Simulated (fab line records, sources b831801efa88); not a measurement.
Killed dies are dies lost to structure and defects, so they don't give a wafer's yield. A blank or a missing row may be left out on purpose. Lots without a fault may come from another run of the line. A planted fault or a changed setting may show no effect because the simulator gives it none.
Which tool did it? | flow sky130 | 24 lots, 72 wafers sampled, at 4 steps of a route of 708

WHAT THE GAUGES READ, wafer by wafer
SKY_METAL2_OVL_MEAS_16.
lot  | measured     | on         | METAL2_OVL (nm)
L074 | day 34 22:53 | overlay-02 | -9 -10 3
L075 | day 35 12:47 | overlay-02 | 16 13 10
L076 | day 36 06:52 | overlay-01 | 0 -2 6
L077 | day 36 16:35 | overlay-02 | 5 5 -11
L079 | day 36 19:56 | overlay-02 | -10 0 -8
L078 | day 37 03:32 | overlay-01 | 1 -3 4
L080 | day 37 07:53 | overlay-02 | -10 -2 -12
L081 | day 37 20:32 | overlay-02 | 5 13 11
L082 | day 37 21:11 | overlay-01 | -3 -4 -13
L083 | day 37 22:50 | overlay-02 | 11 7 -4
L084 | day 38 09:22 | overlay-01 | 10 -2 3
L085 | day 38 19:26 | overlay-02 | 7 10 10
L086 | day 39 01:20 | overlay-02 | 5 -2 -3
L087 | day 39 10:23 | overlay-02 | -6 6 -5
L089 | day 39 18:33 | overlay-01 | -3 3 -1
L088 | day 39 21:11 | overlay-02 | 5 1 3
L090 | day 40 06:55 | overlay-01 | 17 9 6
L091 | day 40 13:58 | overlay-01 | 8 -2 4
L092 | day 40 16:28 | overlay-02 | 1 4 4
L093 | day 41 00:05 | overlay-01 | -3 10 4
L094 | day 41 10:11 | overlay-02 | 6 -6 1
L095 | day 41 10:11 | overlay-01 | -5 10 0
L096 | day 41 16:53 | overlay-01 | -4 2 -1
L097 | day 42 02:17 | overlay-01 | -5 -7 -2

SKY_CAPM_RS_MEAS_03: measures by four-point-probe.
lot  | measured     | on            | CAPM_TIN_RS (ohm/sq)
L074 | day 36 03:37 | film_metro-04 | 6.81 6.83 6.81
L075 | day 36 17:56 | film_metro-01 | 7.02 6.97 7.06
L076 | day 37 12:24 | film_metro-02 | 6.92 6.89 6.95
L077 | day 37 20:48 | film_metro-02 | 6.91 6.91 6.91
L079 | day 38 01:20 | film_metro-04 | 6.87 6.89 6.85
L078 | day 38 08:26 | film_metro-01 | 7.03 6.95 6.98
L080 | day 38 12:22 | film_metro-01 | 6.85 6.90 6.90
L081 | day 39 01:21 | film_metro-04 | 6.91 6.85 6.86
L082 | day 39 01:39 | film_metro-02 | 7.15 7.15 7.18
L083 | day 39 03:07 | film_metro-04 | 6.96 6.97 6.99
L084 | day 39 13:40 | film_metro-04 | 6.97 6.93 6.94
L085 | day 39 23:49 | film_metro-04 | 6.88 6.84 6.88
L086 | day 40 05:27 | film_metro-01 | 6.84 6.89 6.83
L087 | day 40 13:57 | film_metro-04 | 7.02 7.01 6.94
L089 | day 40 21:54 | film_metro-04 | 6.83 6.78 6.80
L088 | day 41 00:53 | film_metro-02 | 7.03 7.09 7.09
L090 | day 41 10:08 | film_metro-01 | 6.91 6.93 6.93
L091 | day 41 17:06 | film_metro-02 | 6.72 6.71 6.73
L092 | day 41 19:57 | film_metro-01 | 6.93 6.87 6.92
L093 | day 42 03:12 | film_metro-04 | 7.07 7.07 6.99
L094 | day 42 13:13 | film_metro-02 | 6.95 6.96 6.95
L095 | day 42 14:07 | film_metro-02 | 6.94 6.94 6.91
L096 | day 42 19:03 | film_metro-01 | 6.87 6.77 6.86
L097 | day 43 05:07 | film_metro-02 | 6.81 6.77 6.81

WHICH TOOL RAN EACH LOT (tool, then ch and the chambers of the sampled wafers, then the start)
lot  | SKY_VIA2_ETCH_15                   | SKY_VIA2_CVD_21
L074 | rie_diel-03 ch 0,1,2, day 36 01:54 | cvd_w-02 ch 0,1, day 36 02:40
L075 | rie_diel-03 ch 2,3, day 36 16:12   | cvd_w-01 ch 0,1, day 36 16:58
L076 | rie_diel-04 ch 0,1,3, day 37 10:41 | cvd_w-02 ch 0,1, day 37 11:23
L077 | rie_diel-04 ch 0,1,3, day 37 19:06 | cvd_w-01 ch 0,1, day 37 19:49
L079 | rie_diel-04 ch 0,1,3, day 37 23:38 | cvd_w-02 ch 0,1, day 38 00:22
L078 | rie_diel-03 ch 0,2,3, day 38 06:42 | cvd_w-02 ch 0,1, day 38 07:27
L080 | rie_diel-03 ch 0,3, day 38 10:41   | cvd_w-01 ch 0,1, day 38 11:24
L081 | rie_diel-01 ch 2,3, day 38 23:36   | cvd_w-01 ch 0,1, day 39 00:22
L082 | rie_diel-04 ch 1,3, day 38 23:56   | cvd_w-01 ch 0,1, day 39 00:42
L083 | rie_diel-03 ch 0,1, day 39 01:23   | cvd_w-01 ch 0,1, day 39 02:09
L084 | rie_diel-01 ch 2,3, day 39 11:57   | cvd_w-02 ch 0,1, day 39 12:42
L085 | rie_diel-01 ch 0,2, day 39 22:06   | cvd_w-02 ch 0,1, day 39 22:50
L086 | rie_diel-03 ch 0,3, day 40 03:30   | cvd_w-01 ch 0,1, day 40 04:18
L087 | rie_diel-04 ch 2,3, day 40 12:15   | cvd_w-02 ch 1, day 40 12:58
L089 | rie_diel-03 ch 0,2,3, day 40 20:11 | cvd_w-02 ch 0,1, day 40 20:57
L088 | rie_diel-04 ch 1,3, day 40 23:12   | cvd_w-02 ch 0,1, day 40 23:56
L090 | rie_diel-04 ch 0,1,3, day 41 08:26 | cvd_w-02 ch 0, day 41 09:11
L091 | rie_diel-04 ch 1,3, day 41 15:26   | cvd_w-02 ch 0,1, day 41 16:09
L092 | rie_diel-04 ch 0,1,2, day 41 18:17 | cvd_w-01 ch 1, day 41 19:00
L093 | rie_diel-03 ch 0,2, day 42 01:30   | cvd_w-01 ch 0,1, day 42 02:13
L094 | rie_diel-03 ch 0,2,3, day 42 11:32 | cvd_w-01 ch 0,1, day 42 12:15
L095 | rie_diel-03 ch 0,3, day 42 11:51   | cvd_w-02 ch 0,1, day 42 12:34
L096 | rie_diel-03 ch 0,3, day 42 17:23   | cvd_w-01 ch 0,1, day 42 18:06
L097 | rie_diel-01 ch 0,2,3, day 43 03:27 | cvd_w-01 ch 0,1, day 43 04:10
- SKY_VIA2_ETCH_15: etches SiO2 in C4F8/O2/Ar, stops on TiN, target depth 546 nm, time 84 s.
- SKY_VIA2_CVD_21: deposits W, target thk 420 nm, time 126.4 s.

WHAT THE TOOLS THEMSELVES READ (means of the sampled wafers that have a number; where no wafer has one, the mark that the record gives instead)
SKY_VIA2_ETCH_15.
lot  | tool        | oes_product_au (a.u.)
L074 | rie_diel-03 | 0.939
L075 | rie_diel-03 | 0.941
L076 | rie_diel-04 | 0.934
L077 | rie_diel-04 | 0.941
L079 | rie_diel-04 | 0.939
L078 | rie_diel-03 | 0.934
L080 | rie_diel-03 | 0.941
L081 | rie_diel-01 | 0.937
L082 | rie_diel-04 | 0.941
L083 | rie_diel-03 | 0.938
L084 | rie_diel-01 | 0.944
L085 | rie_diel-01 | 0.941
L086 | rie_diel-03 | 0.937
L087 | rie_diel-04 | 0.938
L089 | rie_diel-03 | 0.938
L088 | rie_diel-04 | 0.937
L090 | rie_diel-04 | 0.936
L091 | rie_diel-04 | 0.939
L092 | rie_diel-04 | 0.935
L093 | rie_diel-03 | 0.937
L094 | rie_diel-03 | 0.938
L095 | rie_diel-03 | 0.939
L096 | rie_diel-03 | 0.934
L097 | rie_diel-01 | 0.940

SKY_VIA2_CVD_21.
lot  | tool     | heater_power_w (W)
L074 | cvd_w-02 | 934
L075 | cvd_w-01 | 834
L076 | cvd_w-02 | 934
L077 | cvd_w-01 | 894
L079 | cvd_w-02 | 943
L078 | cvd_w-02 | 936
L080 | cvd_w-01 | 913
L081 | cvd_w-01 | 834
L082 | cvd_w-01 | 839
L083 | cvd_w-01 | 841
L084 | cvd_w-02 | 916
L085 | cvd_w-02 | 859
L086 | cvd_w-01 | 833
L087 | cvd_w-02 | 849
L089 | cvd_w-02 | 919
L088 | cvd_w-02 | 928
L090 | cvd_w-02 | 969
L091 | cvd_w-02 | 933
L092 | cvd_w-01 | 933
L093 | cvd_w-01 | 898
L094 | cvd_w-01 | 908
L095 | cvd_w-02 | 896
L096 | cvd_w-01 | 853
L097 | cvd_w-01 | 844

THE ANSWER, worked out from the rows above alone
Rule: what is usual is taken from the lots themselves. Put in order of their means at a reading, lots are off if they are a third of the lots or fewer, leave a main group of 4 or more, and stand apart from it by a gap of 3 or more times the standard deviation of the main group's means; of several such gaps the widest counts. A main group whose means are all the same, to the digits that the tables above print for the reading, isn't used. A lot without any number at a reading at which 4 lots or more have one is off too. The other lots that the step has rows for count as sound. The gauges are gone through in route order, then the tools' own readings, and for those a lot's mean is taken as printed above. The first step at which some lot is off is used, and at that step the reading that is off furthest; a lot without a number counts as furthest.
No lot is off at any reading shown: from this, nothing can be told.

WHAT THE SIMULATOR HAD PUT IN
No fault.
